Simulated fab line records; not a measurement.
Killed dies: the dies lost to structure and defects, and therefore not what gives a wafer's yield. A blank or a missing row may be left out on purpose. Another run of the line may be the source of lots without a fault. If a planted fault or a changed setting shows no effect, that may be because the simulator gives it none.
Matching of chambers | flow sky130 | SKY_VIA1_CMP_02 on cmp-01 has 4 sister chambers
The step polishes SiO2. 8 wafers are shown with their chamber, then 8 later ones without.

WAFERS WITH THEIR CHAMBER
wafer  | chamber | motor current A (A) | retaining ring pressure frac
L309.2 | 2       | 13.6                | 1.002
L310.6 | 1       | 11.1                | 1.013
L311.3 | 2       | 14.0                | 0.992
L311.4 | 0       | 11.7                | 0.997
L315.2 | 1       | 11.3                | 0.998
L315.4 | 0       | 11.2                | 0.999
L315.6 | 3       | 13.1                | 1.001
L317.2 | 3       | 12.5                | 0.990

WAFERS WHOSE CHAMBER IS MISSING
wafer  | motor current A (A) | retaining ring pressure frac
L317.3 | 11.5                | 0.999
L317.6 | 13.8                | 0.995
L326.3 | 13.8                | 1.003
L326.4 | 10.8                | 1.017
L326.6 | 12.7                | 1.000
L329.2 | 12.6                | 1.003
L329.5 | 12.7                | 0.997
L329.6 | 11.5                | 1.005

WHICH CHAMBER EACH WENT THROUGH
wafer  | from the rows above     | in truth
L317.3 | can't be placed: 0 or 1 | 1
L317.6 | 2                       | 2
L326.3 | 2                       | 2
L326.4 | can't be placed: 1 or 0 | 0
L326.6 | 3                       | 3
L329.2 | 3                       | 3
L329.5 | 3                       | 3
L329.6 | can't be placed: 1 or 0 | 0
5 of 8 placed correctly. Unplaceable from these rows: 3, with the true chamber sitting among the candidates in 3. Number placed wrongly: 0.
How it was worked out, from the rows above alone: a wafer's distance from a chamber is the root of the sum, over the readings, of the square of ((its reading less the chamber's mean) divided by the reading's scatter). The wafer belongs to the nearest chamber; if the next one is less than 2 further off, it can't be placed. The mean given for a chamber averages the wafers shown for that chamber. The scatter is the square root of a quotient: the sum, over the shown wafers, of each reading's squared deviation from its chamber's mean, divided by wafers minus chambers.
